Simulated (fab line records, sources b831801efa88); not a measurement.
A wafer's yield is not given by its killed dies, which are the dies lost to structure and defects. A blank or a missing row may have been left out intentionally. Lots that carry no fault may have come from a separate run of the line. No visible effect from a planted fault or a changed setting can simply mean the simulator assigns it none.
fab line records -- flow sky130
[record] lots = 6, wafers = 18, lastDay = 50
route steps=708 shown CAPM@540 PAD_OPEN@708
lots with no fault: from the same line, run without faults
startH: hours from the record's opening day to when the first of the lot's shown wafers began -- waitH: hours elapsed since this lot's preceding step -- " the same as in the row above -- L1.1+2: a single row standing in for several wafers -- - value missing, or start not given -- * or withheld: withheld -- < > ~ a bound
route shown NAME@n: NAME is a module with steps in the file, n the number in the route of the first one -- usual: mean/standard deviation of fault-free wafers -- same: alike in all rows -- chamber/n: place in a boat -- sites: readings site by site -- _std_site: their standard deviation -- _edge_site: the outer-site mean with the inner-site mean subtracted -- radiusMm: how far each site lies from the wafer's centre -- mask NAME#n: copy n -- behind: tool/chamber where the wafer was last shaped -- hold: cause of the lot's hold/its duration in hours/its outcome -- device: which transistor (n, p or np) failed to switch -- end of line: the route-end tests of the same wafers -- for a step that has no rows: nothing shown but its recipe -- killed: not the wafer's yield, but the dies lost to structure and defects at the first sort -- map: a wafer's dies, x killed, . not, _ none there
set.NAME: the setting that was run; set.NAME@STEP: the one run at that earlier step -- model.NAME: the simulator's own value behind a step, which no gauge read
a table for each step, a row for each wafer; lots at some steps of the route
services: a tool's chamber out of use, with start hour (startH, from the record's first day; less than 0 if before it), hours out, and reason
[[steps]]
[step SKY_CAPM_RS_MEAS_03]
[recipe] thkMeasGauge = four-point-probe, reads = TiN_of_CAPM_SPUTTER_02
[usual] CAPM_TIN_RS = 6.89/0.085
lot.wafer,tool,chamber,startH,waitH,CAPM_TIN_RS[ohm/sq]
L604.1,filmMetro-04,-,868.15,0.1,6.95
L604.3,filmMetro-04,-,868.15,0.1,6.86
L604.4,filmMetro-04,-,868.15,0.1,6.81
L609.2,filmMetro-03,-,895.85,0.1,7.01
L609.4,filmMetro-03,-,895.85,0.1,6.98
L609.5,filmMetro-03,-,895.85,0.1,6.98
L610.1,filmMetro-03,-,903.35,0.1,6.99
L610.2,filmMetro-03,-,903.35,0.1,6.79
L610.5,filmMetro-03,-,903.35,0.1,7.00
L619.2,filmMetro-02,-,979.99,0.1,6.89
L619.4,filmMetro-02,-,979.99,0.1,6.94
L619.6,filmMetro-02,-,979.99,0.1,6.77
L620.3,filmMetro-02,-,990.46,0.1,6.93
L620.5,filmMetro-02,-,990.46,0.1,6.95
L620.6,filmMetro-02,-,990.46,0.1,6.90
L622.2,filmMetro-04,-,995.04,0.1,6.82
L622.4,filmMetro-04,-,995.04,0.1,6.82
L622.5,filmMetro-04,-,995.04,0.1,6.87
[step SKY_CAPM_THK_MEAS_04]
[recipe] thkMeasGauge = xrf, reads = TiN_of_CAPM_SPUTTER_02
[usual] CAPM_TIN_THK = 198.5/2.6
lot.wafer,tool,chamber,startH,waitH,CAPM_TIN_THK[nm]
L604.1,filmMetro-04,-,868.27,0.1,196.0
L604.3,filmMetro-04,-,868.27,0.1,198.5
L604.4,filmMetro-04,-,868.27,0.1,199.8
L609.2,filmMetro-03,-,895.96,0.1,194.8
L609.4,filmMetro-03,-,895.96,0.1,195.3
L609.5,filmMetro-03,-,895.96,0.1,195.2
L610.1,filmMetro-03,-,903.47,0.1,195.1
L610.2,filmMetro-03,-,903.47,0.1,200.6
L610.5,filmMetro-03,-,903.47,0.1,194.3
L619.2,filmMetro-02,-,980.10,0.1,197.7
L619.4,filmMetro-02,-,980.10,0.1,195.6
L619.6,filmMetro-02,-,980.10,0.1,201.3
L620.3,filmMetro-02,-,990.56,0.1,197.2
L620.5,filmMetro-02,-,990.56,0.1,197.3
L620.6,filmMetro-02,-,990.56,0.1,198.3
L622.2,filmMetro-04,-,995.15,0.1,201.3
L622.4,filmMetro-04,-,995.15,0.1,201.0
L622.5,filmMetro-04,-,995.15,0.1,200.2
[step SKY_CAPM_DEHYDRATE_05]
[recipe] tempC = 200, timeS = 60
[step SKY_CAPM_HMDS_06]
[recipe] primeTimeS = 60, primeTempC = 120
[step SKY_CAPM_COAT_07]
[recipe] resist = NOVOLAK, spinRpm = 3000, resistThkNm = 1140
[step SKY_CAPM_SOFTBAKE_08]
[recipe] tempC = 90.46, timeS = 60, resist = NOVOLAK
[step SKY_CAPM_EXPOSE_09]
[recipe] maskId = CAPM, na = 0.6, sourceShape = conventional, sigmaOuter = 0.6, polarization = unpolarized, targetCdNm = 1000, doseMj = 159
[step SKY_CAPM_PEB_10]
[recipe] tempC = withheld, timeS = *, resist = NOVOLAK
[step SKY_CAPM_DEVELOP_11]
[recipe] resist = NOVOLAK, developer = TMAH, developTimeS = 60, devTempC = 23
[step SKY_CAPM_OVL_MEAS_12]
[usual] CAPM_OVL = 0.6/1.4
lot.wafer,tool,chamber,startH,waitH,CAPM_OVL[nm]
L604.1,overlay-01,-,893.60,0.1,1.0
L604.3,overlay-01,-,893.60,0.1,1.5
L604.4,overlay-01,-,893.60,0.1,-0.2
L609.2,overlay-01,-,920.40,0.1,1.5
L609.4,overlay-01,-,920.40,0.1,0.8
L609.5,overlay-01,-,920.40,0.1,-0.2
L610.1,overlay-02,-,928.81,0.1,-3.5
L610.2,overlay-02,-,928.81,0.1,-2.4
L610.5,overlay-02,-,928.81,0.1,-3.2
L619.2,overlay-02,-,1003.06,0.1,0.2
L619.4,overlay-02,-,1003.06,0.1,0.8
L619.6,overlay-02,-,1003.06,0.1,0.1
L620.3,overlay-02,-,1013.92,0.1,0.1
L620.5,overlay-02,-,1013.92,0.1,2.0
L620.6,overlay-02,-,1013.92,0.1,0.3
L622.2,overlay-01,-,1017.70,0.1,0.1
L622.4,overlay-01,-,1017.70,0.1,-1.7
L622.5,overlay-01,-,1017.70,0.1,-1.1
[step SKY_CAPM_METAL_ETCH_13]
[recipe] targetDepthNm = 220, stopOn = SiO2, chemistry = Cl2/BCl3, target = TiN, pressureMtorr = 10, icpW = 900, biasW = 48.5, Cl2_flow_sccm = 60, bcl3FlowSccm = 30, timeS = 62.9
[usual] drypumpMotorCurrentA = 5.8/0.44, heBacksideLeakSccm = 3.44/0.12, oesProductAu = 0.942/0.008, rfFwdPowerW = 892/3.6, throttleValvePct = 21.901/0.01
lot.wafer,tool,chamber,startH,waitH,drypumpMotorCurrentA,heBacksideLeakSccm,oesProductAu,rfFwdPowerW,rfHoursCounterH,throttleValvePct
L604.1,rieMetal-02,0,893.64,0.0,5.9,3.36,0.939,891,2,21.901
L604.3,rieMetal-02,1,893.64,0.0,6.0,3.45,0.947,896,-,21.906
L604.4,rieMetal-02,0,893.64,0.0,5.9,3.31,0.951,889,-,21.895
L609.2,rieMetal-02,1,920.43,0.0,6.0,3.23,0.935,894,11,21.907
L609.4,rieMetal-02,0,920.43,0.0,5.9,3.31,0.944,887,-,21.918
L609.5,rieMetal-02,0,920.43,0.0,5.9,3.45,0.934,888,-,21.924
L610.1,rieMetal-02,1,928.84,0.0,6.0,3.43,0.936,898,11,21.900
L610.2,rieMetal-02,0,928.84,0.0,5.9,3.32,0.944,887,4,21.892
L610.5,rieMetal-02,0,928.84,0.0,5.9,3.45,0.929,890,-,21.924
L619.2,rieMetal-02,0,1003.11,0.0,5.9,3.46,0.941,889,-,21.919
L619.4,rieMetal-02,0,1003.11,0.0,5.9,3.58,0.932,892,-,21.906
L619.6,rieMetal-02,0,1003.11,0.0,5.9,3.46,0.960,893,-,21.893
L620.3,rieMetal-02,1,1013.97,0.0,6.0,3.44,0.936,896,-,21.929
L620.5,rieMetal-02,1,1013.97,0.0,6.0,3.38,0.937,894,-,21.897
L620.6,rieMetal-02,0,1013.97,0.0,5.9,3.49,0.941,889,-,21.901
L622.2,rieMetal-04,0,1017.73,0.0,4.8,3.66,0.944,898,12,21.904
L622.4,rieMetal-04,0,1017.73,0.0,4.8,3.53,0.950,895,-,21.899
L622.5,rieMetal-04,1,1017.73,0.0,6.1,3.55,0.936,886,-,21.907
[step SKY_CAPM_STRIP_14]
[recipe] chemistry = O2/N2, powerW = 1400, pressureMtorr = 1500, platenTempC = withheld, o2FlowSccm = 3000, n2FlowSccm = 300, overashFraction = 0.5
[usual] drypumpMotorCurrentA = 5.4/0.43, oesProductAu = 0.710/0.0045, stripTimeToEndpointS = 12.64/0.062
lot.wafer,tool,chamber,startH,waitH,drypumpMotorCurrentA,oesProductAu,rfHoursCounterH,stripTimeToEndpointS
L604.1,plasmaAsher-03,1,893.71,0.1,5.0,0.710,14,12.68
L604.3,plasmaAsher-03,1,893.71,0.1,4.9,0.713,-,12.62
L604.4,plasmaAsher-03,0,893.71,0.1,5.9,0.711,-,12.64
L609.2,plasmaAsher-04,0,920.51,0.1,5.7,0.713,77,12.60
L609.4,plasmaAsher-04,0,920.51,0.1,5.6,0.719,-,12.63
L609.5,plasmaAsher-04,0,920.51,0.1,5.6,0.714,-,12.65
L610.1,plasmaAsher-01,0,928.92,0.1,4.9,0.707,50,12.64
L610.2,plasmaAsher-01,1,928.92,0.1,5.8,0.710,50,12.68
L610.5,plasmaAsher-01,1,928.92,0.1,5.8,0.710,-,12.72
L619.2,plasmaAsher-04,0,1003.24,0.1,5.7,0.712,85,12.65
L619.4,plasmaAsher-04,0,1003.24,0.1,5.7,0.707,-,12.69
L619.6,plasmaAsher-04,1,1003.24,0.1,5.1,0.708,-,12.68
L620.3,plasmaAsher-03,0,1014.06,0.1,5.9,0.706,-,12.63
L620.5,plasmaAsher-03,1,1014.06,0.1,5.0,0.714,-,12.66
L620.6,plasmaAsher-03,0,1014.06,0.1,6.0,0.712,-,12.70
L622.2,plasmaAsher-04,0,1017.81,0.1,5.7,0.714,87,12.69
L622.4,plasmaAsher-04,1,1017.81,0.1,5.1,0.704,-,12.67
L622.5,plasmaAsher-04,0,1017.81,0.1,5.7,0.712,-,12.59
[step SKY_CAPM_STRIP_15]
[recipe] chemistry = postEtchResidueRemover, timeS = 1200, tempC = 72.5
[usual] bathHeatDutyPct = 14.6/2, runLengthS = 1229/3.8
lot.wafer,tool,chamber,startH,waitH,bathHeatDutyPct,runLengthS
L604.1,wetBench-01,1,893.81,0.1,15.1,1227
L604.3,wetBench-01,1,893.81,0.1,14.8,1227
L604.4,wetBench-01,1,893.81,0.1,14.1,1227
L609.2,wetBench-01,2,920.61,0.1,18.5,1280
L609.4,wetBench-01,2,920.61,0.1,19.0,1280
L609.5,wetBench-01,2,920.61,0.1,17.7,1280
L610.1,wetBench-01,3,929.02,0.1,11.1,1282
L610.2,wetBench-01,3,929.02,0.1,12.3,1282
L610.5,wetBench-01,3,929.02,0.1,11.1,1282
L619.2,wetBench-04,1,1003.34,0.1,14.8,1226
L619.4,wetBench-04,1,1003.34,0.1,15.6,1226
L619.6,wetBench-04,1,1003.34,0.1,15.0,1226
L620.3,wetBench-02,0,1014.12,0.0,15.4,1225
L620.5,wetBench-02,0,1014.12,0.0,15.4,1225
L620.6,wetBench-02,0,1014.12,0.0,15.4,1225
L622.2,wetBench-02,3,1017.91,0.1,13.1,1225
L622.4,wetBench-02,3,1017.91,0.1,13.8,1225
L622.5,wetBench-02,3,1017.91,0.1,14.0,1225
[step SKY_CAPM_CLEAN_16]
[recipe] chemistry = IPA, timeS = 180, tempC = 25
[step SKY_PAD_OPEN_PROBE_99]
[usual] defectLimitedYield = 82.4/1.9, killed_at_M0_to_M3 = 45/7.5, killed_at_M4_up = 2.8/1.9, killedAtContacts = 25/5.5, killedAtFrontEnd = 14/4, killedAtOther = 0.3/0.75, killedDies = 87/9.4, killedOpen = 47/6.6, killedShort = 39/6.6, sort_bin_3_pad_short = 0.9/0.39, sort_bin_5_function = 10.4/1.5, sort_bin_6_memory = 6.3/1.2, sortNPass = 405/9.4, sortYieldPct = 82.4/1.9
[same] grossDies = 492, killedAtBackSide = 0, sort_bin_4_leakage[%] = 0, sort_bin_8_speed[%] = 0
lot.wafer,tool,chamber,startH,waitH,defectLimitedYield[%],killed_at_M0_to_M3,killed_at_M4_up,killedAtContacts,killedAtFrontEnd,killedAtOther,killedDies,killedOpen,killedShort,sort_bin_3_pad_short[%],sort_bin_5_function[%],sort_bin_6_memory[%],sortNPass,sortYieldPct[%]
L604.1,prober-01,-,1094.06,0.1,84.3,37,2,20,17,1,77,40,37,0.4,9.3,5.9,415,84.3
L604.3,prober-01,-,1094.16,0.2,80.7,55,1,23,15,1,95,54,41,0.6,12.2,6.5,397,80.7
L604.4,prober-01,-,1094.21,0.2,83.1,49,4,18,12,0,83,55,28,0.4,6.7,9.8,409,83.1
L609.2,prober-02,-,1115.11,0.1,80.5,36,1,35,23,1,96,58,38,1.0,11.6,6.9,396,80.5
L609.4,prober-02,-,1115.21,0.2,79.7,51,6,31,12,0,100,53,47,1.0,9.8,9.6,392,79.7
L609.5,prober-02,-,1115.26,0.2,82.5,32,2,31,20,1,86,42,44,0.6,8.7,8.1,406,82.5
L610.1,prober-01,-,1122.16,0.1,82.3,38,2,29,18,0,87,43,43,0.2,9.8,7.7,405,82.3
L610.2,prober-01,-,1122.21,0.1,87.6,33,2,10,16,0,61,36,25,1.2,7.1,4.1,431,87.6
L610.5,prober-01,-,1122.36,0.2,81.5,49,1,28,13,0,91,46,45,1.0,11.8,5.7,401,81.5
L619.2,prober-01,-,1181.01,0.1,85.2,30,2,27,14,0,73,45,28,0.8,9.8,4.3,419,85.2
L619.4,prober-01,-,1181.11,0.2,82.5,53,3,18,12,0,86,37,49,0.6,10.6,6.3,406,82.5
L619.6,prober-01,-,1181.21,0.2,81.5,46,4,18,23,0,91,37,54,1.4,10.0,7.1,401,81.5
L620.3,prober-02,-,1188.17,0.2,82.9,46,1,22,15,0,84,48,36,1.0,11.2,4.9,408,82.9
L620.5,prober-02,-,1188.27,0.2,81.7,41,6,30,12,1,90,46,44,1.2,9.3,7.7,402,81.7
L620.6,prober-02,-,1188.32,0.2,82.7,45,4,26,10,0,85,44,41,0.6,10.4,6.3,407,82.7
L622.2,prober-01,-,1189.57,0.1,81.9,45,2,25,17,0,89,53,36,0.6,9.8,7.7,403,81.9
L622.4,prober-01,-,1189.67,0.2,80.9,54,7,21,12,0,94,51,42,1.6,12.4,5.1,398,80.9
L622.5,prober-01,-,1189.72,0.2,82.7,46,2,24,13,0,85,50,35,1.6,9.1,6.5,407,82.7
// killed by level:class
L604.1 VIA2:geometricParticle:open=7 CONTACT:geometricParticle:short=7 LI_CONTACT:geometricParticle:open=6 CONTACT:geometricParticle:open=5 VIA1:geometricParticle:open=4 VIA2:geometricParticle:short=4 VIA3:geometricParticle:open=4 FIELD_ISO:geometricParticle:open=3
L604.3 VIA1:geometricParticle:open=13 LI_CONTACT:geometricParticle:open=8 VIA3:geometricParticle:open=7 POLY_GATE:geometricParticle:open=5 CONTACT:geometricParticle:open=5 CONTACT:geometricParticle:short=5 METAL1:geometricParticle:short=5 VIA1:geometricParticle:short=5
L604.4 VIA1:geometricParticle:open=16 CONTACT:geometricParticle:open=8 METAL2:geometricParticle:short=7 VIA3:geometricParticle:open=7 VIA2:geometricParticle:open=6 LI_CONTACT:geometricParticle:open=5 METAL1:geometricParticle:short=5 POLY_GATE:geometricParticle:open=4
L609.2 CONTACT:geometricParticle:open=13 POLY_GATE:geometricParticle:open=10 VIA1:geometricParticle:open=8 FIELD_ISO:geometricParticle:open=6 LI_CONTACT:geometricParticle:open=6 VIA1:geometricParticle:short=6 LI_CONTACT:geometricParticle:short=5 CONTACT:geometricParticle:short=5
L609.4 CONTACT:geometricParticle:open=12 VIA1:geometricParticle:open=12 VIA1:geometricParticle:short=10 CONTACT:geometricParticle:short=9 VIA3:geometricParticle:open=8 METAL1:geometricParticle:short=6 FIELD_ISO:geometricParticle:short=5 POLY_GATE:geometricParticle:open=4
L609.5 CONTACT:geometricParticle:short=8 CONTACT:geometricParticle:open=7 METAL1:geometricParticle:short=6 LI_CONTACT:geometricParticle:open=6 VIA1:geometricParticle:open=6 LOCAL_INTERCONNECT:geometricParticle:short=6 FIELD_ISO:geometricParticle:open=5 POLY_GATE:geometricParticle:open=5
L610.1 CONTACT:geometricParticle:open=10 METAL1:geometricParticle:short=8 LI_CONTACT:geometricParticle:open=7 CONTACT:geometricParticle:short=6 VIA1:geometricParticle:open=6 FIELD_ISO:geometricParticle:short=4 FIELD_ISO:geometricParticle:open=4 POLY_GATE:geometricParticle:open=4
L610.2 VIA1:geometricParticle:open=9 FIELD_ISO:geometricParticle:short=6 FIELD_ISO:geometricParticle:open=5 LI_CONTACT:geometricParticle:open=5 VIA2:geometricParticle:short=5 VIA2:geometricParticle:open=5 CONTACT:geometricParticle:open=3 METAL3:geometricParticle:short=3
L610.5 VIA1:geometricParticle:open=11 CONTACT:geometricParticle:open=10 METAL2:geometricParticle:short=7 VIA2:geometricParticle:open=7 METAL1:geometricParticle:short=7 CONTACT:geometricParticle:short=6 VIA3:geometricParticle:open=5 LI_CONTACT:geometricParticle:short=4
L619.2 CONTACT:geometricParticle:open=14 VIA1:geometricParticle:open=7 LI_CONTACT:geometricParticle:open=7 VIA2:geometricParticle:open=6 METAL1:geometricParticle:short=5 CONTACT:geometricParticle:short=4 FIELD_ISO:geometricParticle:short=3 POLY_GATE:geometricParticle:short=3
L619.4 METAL1:geometricParticle:short=11 VIA1:geometricParticle:open=10 VIA1:geometricParticle:short=8 LOCAL_INTERCONNECT:geometricParticle:short=5 METAL2:geometricParticle:short=5 LI_CONTACT:geometricParticle:open=4 CONTACT:geometricParticle:short=4 VIA2:geometricParticle:open=4
L619.6 VIA1:geometricParticle:open=7 METAL1:geometricParticle:short=7 VIA3:geometricParticle:open=7 VIA3:geometricParticle:short=7 POLY_GATE:geometricParticle:short=6 FIELD_ISO:geometricParticle:short=5 LI_CONTACT:geometricParticle:open=5 CONTACT:geometricParticle:short=5
L620.3 VIA1:geometricParticle:open=10 CONTACT:geometricParticle:open=8 LI_CONTACT:geometricParticle:open=7 POLY_GATE:geometricParticle:open=5 VIA1:geometricParticle:short=5 VIA2:geometricParticle:open=5 VIA3:geometricParticle:open=5 METAL1:geometricParticle:short=4
L620.5 VIA1:geometricParticle:open=11 CONTACT:geometricParticle:open=8 LOCAL_INTERCONNECT:geometricParticle:short=7 LI_CONTACT:geometricParticle:open=6 POLY_GATE:geometricParticle:open=5 VIA2:geometricParticle:short=5 METAL4:geometricParticle:short=5 FIELD_ISO:geometricParticle:short=4
L620.6 VIA1:geometricParticle:open=10 VIA2:geometricParticle:open=10 LI_CONTACT:geometricParticle:open=9 CONTACT:geometricParticle:short=7 VIA1:geometricParticle:short=5 FIELD_ISO:geometricParticle:short=4 LOCAL_INTERCONNECT:geometricParticle:short=4 VIA2:geometricParticle:short=4
L622.2 CONTACT:geometricParticle:open=16 VIA1:geometricParticle:open=11 VIA1:geometricParticle:short=8 VIA3:geometricParticle:open=6 VIA2:geometricParticle:open=6 LI_CONTACT:geometricParticle:open=4 CONTACT:geometricParticle:short=4 METAL1:geometricParticle:short=4
L622.4 VIA1:geometricParticle:open=17 CONTACT:geometricParticle:open=9 CONTACT:geometricParticle:short=8 VIA3:geometricParticle:open=7 VIA1:geometricParticle:short=6 VIA3:geometricParticle:short=5 VIA2:geometricParticle:open=5 FIELD_ISO:geometricParticle:short=4
L622.5 VIA3:geometricParticle:open=11 VIA1:geometricParticle:open=9 CONTACT:geometricParticle:open=8 LI_CONTACT:geometricParticle:open=7 METAL1:geometricParticle:short=7 VIA1:geometricParticle:short=7 VIA2:geometricParticle:open=5 CONTACT:geometricParticle:short=5
[[services]]
tool,chamber,startH,hours,kind
plasmaAsher-03,-,871.07,14.6,pm
wetBench-01,-,872.28,5.2,repair
rieMetal-02,1,895.58,4.7,repair
plasmaAsher-01,-,909.16,2.8,pm
rieMetal-04,-,917.49,14.6,pm
rieMetal-02,-,950.03,0.7,repair
rieMetal-02,1,986.10,19.4,repair
plasmaAsher-04,-,990.52,1.8,repair
[[key]]
[firstSign] step = SKY_CAPM_STRIP_15, reading = runLengthS, direction = up, sigmas = 13, usual = *, struck = *
effect none on later readings
metAt SKY_CAPM_STRIP_15
struckWafers L609.2,L609.4,L609.5,L610.1,L610.2,L610.5
onsetBetween 893.81 920.61
[fault] kind = processParameterDrift, tool = wetBench-01, chamber = -, onsetH = 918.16, steps = SKY_CAPM_STRIP_15, channel = timeS, offset = *, shape = step, endH = 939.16, actsIn = *, stated = *
